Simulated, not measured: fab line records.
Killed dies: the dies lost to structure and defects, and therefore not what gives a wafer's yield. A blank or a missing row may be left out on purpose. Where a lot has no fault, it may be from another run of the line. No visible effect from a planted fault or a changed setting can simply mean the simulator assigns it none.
Which of the tools did it? -- flow gf180mcu -- 10 lots, 30 wafers sampled, at 6 steps of a route of 602

WHAT EACH GAUGE READ, for each wafer
GF_VT_IMPLANT_TW_MEAS_21.
lot,measured,on,VT_IMPLANT_2_TW
L880,day 6 16:58,filmMetro-03,1218 1210 1215
L883,day 7 18:06,filmMetro-03,1209 1208 1209
L884,day 7 23:29,filmMetro-02,1218 1206 1216
L895,day 10 18:20,filmMetro-03,30 31 30
L896,day 10 23:08,filmMetro-02,30 30 30
L897,day 11 03:52,filmMetro-02,30 30 30
L898,day 11 11:29,filmMetro-02,1223 1217 1221
L899,day 11 18:42,filmMetro-04,1202 1198 1196
L900,day 12 02:12,filmMetro-04,1205 1200 1199
L901,day 12 10:38,filmMetro-03,1221 1220 1214

WHICH TOOL RAN EACH LOT (tool, then ch and the chambers of the sampled wafers, then the start)
lot,GF_STI_STRIP_15,GF_LVPWELL_STRIP_10,GF_MVSD_STRIP_10,GF_VT_IMPLANT_STRIP_09,GF_VT_IMPLANT_STRIP_20
L880,"plasmaAsher-04 ch 0,1, day 2 11:04","plasmaAsher-03 ch 0,1, day 4 06:51","plasmaAsher-02 ch 0,1, day 4 21:07","plasmaAsher-01 ch 0,1, day 6 01:21","plasmaAsher-01 ch 0,1, day 6 16:51"
L883,"plasmaAsher-02 ch 0,1, day 3 03:18","plasmaAsher-03 ch 0,1, day 5 05:46","plasmaAsher-02 ch 0,1, day 5 20:40","plasmaAsher-03 ch 0,1, day 7 03:06","plasmaAsher-03 ch 0,1, day 7 18:00"
L884,"plasmaAsher-04 ch 0,1, day 3 09:00","plasmaAsher-04 ch 0,1, day 5 08:52","plasmaAsher-02 ch 0,1, day 5 23:58","plasmaAsher-02 ch 0,1, day 7 07:21","plasmaAsher-03 ch 0,1, day 7 23:23"
L895,"plasmaAsher-01 ch 0,1, day 5 17:34","plasmaAsher-04 ch 0, day 7 20:21","plasmaAsher-02 ch 0,1, day 8 13:35","plasmaAsher-02 ch 0,1, day 10 00:14","plasmaAsher-03 ch 0,1, day 10 18:14"
L896,"plasmaAsher-04 ch 0,1, day 5 22:23","plasmaAsher-03 ch 0,1, day 8 00:36","plasmaAsher-01 ch 0,1, day 8 17:43","plasmaAsher-03 ch 0,1, day 10 04:41","plasmaAsher-03 ch 0,1, day 10 23:03"
L897,"plasmaAsher-04 ch 0,1, day 6 02:10","plasmaAsher-01 ch 0,1, day 8 05:58","plasmaAsher-01 ch 1, day 8 22:47","plasmaAsher-02 ch 0,1, day 10 09:27","plasmaAsher-03 ch 0,1, day 11 03:45"
L898,"plasmaAsher-02 ch 0,1, day 6 08:48","plasmaAsher-01 ch 0,1, day 8 13:24","plasmaAsher-02 ch 0,1, day 9 05:46","plasmaAsher-03 ch 0,1, day 10 17:17","plasmaAsher-01 ch 0,1, day 11 11:22"
L899,"plasmaAsher-02 ch 0,1, day 6 13:58","plasmaAsher-01 ch 0,1, day 8 18:22","plasmaAsher-04 ch 0,1, day 9 11:41","plasmaAsher-03 ch 0,1, day 10 23:55","plasmaAsher-03 ch 0,1, day 11 18:36"
L900,"plasmaAsher-04 ch 0,1, day 6 18:23","plasmaAsher-01 ch 0,1, day 9 00:44","plasmaAsher-01 ch 0,1, day 9 18:22","plasmaAsher-03 ch 0,1, day 11 06:55","plasmaAsher-03 ch 0,1, day 12 02:07"
L901,"plasmaAsher-02 ch 0,1, day 7 00:16","plasmaAsher-04 ch 0,1, day 9 07:51","plasmaAsher-02 ch 0, day 10 01:16","plasmaAsher-03 ch 0,1, day 11 14:50","plasmaAsher-01 ch 0, day 12 10:32"
- GF_STI_STRIP_15: strips in O2/N2.
- GF_LVPWELL_STRIP_10: strips in O2/N2.
- GF_MVSD_STRIP_10: strips in O2/N2.
- GF_VT_IMPLANT_STRIP_09: strips in O2/N2.
- GF_VT_IMPLANT_STRIP_20: strips in O2/N2.

THE ANSWER, worked out from the rows above alone
Rule: the usual values come from the lots themselves. Put in order of their means at a reading, lots are off if they are a third of the lots or fewer, leave a main group of 4 or more, and stand apart from it by a gap of 3 or more times the standard deviation of the main group's means; of several such gaps the widest counts. The tables above print the reading to a certain number of digits; a main group whose means all agree to those digits is not used. A lot without any number at a reading at which 4 lots or more have one is off too. Any other lot the step has rows for is counted as sound.
Off: at GF_VT_IMPLANT_TW_MEAS_21 (VT_IMPLANT_2_TW), L895, L896, L897. The main group: mean 1211, standard deviation 7.6.
If a tool, at a process step before that reading, ran all the lots that are off and no sound lot after the first of them, it fits. The gauges at GF_VT_IMPLANT_TW_MEAS_21 are tried like those tools. Not one of the candidates tried fits.

WHAT THE SIMULATOR HAD PUT IN
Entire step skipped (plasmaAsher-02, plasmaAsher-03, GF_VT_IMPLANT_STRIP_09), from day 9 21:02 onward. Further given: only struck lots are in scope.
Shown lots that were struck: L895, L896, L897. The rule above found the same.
